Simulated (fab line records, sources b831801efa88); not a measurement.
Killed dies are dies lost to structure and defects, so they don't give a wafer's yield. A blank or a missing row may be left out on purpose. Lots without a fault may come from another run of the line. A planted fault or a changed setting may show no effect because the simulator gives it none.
Chamber matching | flow sky130 | SKY_CONTACT_CVD_00 on pecvd-04: 3 sister chambers
The step deposits Si3N4, target thk 75 nm. 6 wafers are shown with their chamber, then 12 later ones without.

WAFERS WITH THEIR CHAMBER
wafer  | chamber | heater_power_w (W)
L083.6 | 2       | 646
L084.2 | 0       | 884
L084.5 | 0       | 875
L086.2 | 1       | 566
L086.4 | 2       | 674
L086.5 | 1       | 551

WAFERS WITHOUT THEIR CHAMBER
wafer  | heater_power_w (W)
L090.1 | 592
L090.2 | 601
L090.6 | 611
L091.1 | 803
L091.2 | 697
L091.3 | 574
L091.4 | 819
L091.5 | 571
L091.6 | 716
L097.2 | 565
L097.3 | 662
L097.5 | 668

WHICH CHAMBER EACH WENT THROUGH
wafer  | from the rows above     | in truth
L090.1 | 1                       | 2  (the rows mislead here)
L090.2 | can't be placed: 1 or 2 | 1
L090.6 | can't be placed: 2 or 1 | 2
L091.1 | 0                       | 0
L091.2 | 2                       | 2
L091.3 | 1                       | 1
L091.4 | 0                       | 0
L091.5 | 1                       | 1
L091.6 | 2                       | 2
L097.2 | 1                       | 1
L097.3 | 2                       | 2
L097.5 | 2                       | 2
Placed correctly: 9 of 12. Can't be placed from these rows: 2 (the true chamber is among the candidates in 2). Placed wrongly: 1.
How it was worked out, from the rows above alone: a wafer's distance from a chamber is the root of the sum, over the readings, of the square of ((its reading less the chamber's mean) divided by the reading's scatter). The wafer belongs to the nearest chamber; if the next one is less than 2 further off, it can't be placed. A chamber's mean is the mean of its shown wafers. The scatter: the root of (the sum of the squares of (reading less its chamber's mean) over the shown wafers, divided by (wafers less chambers)).
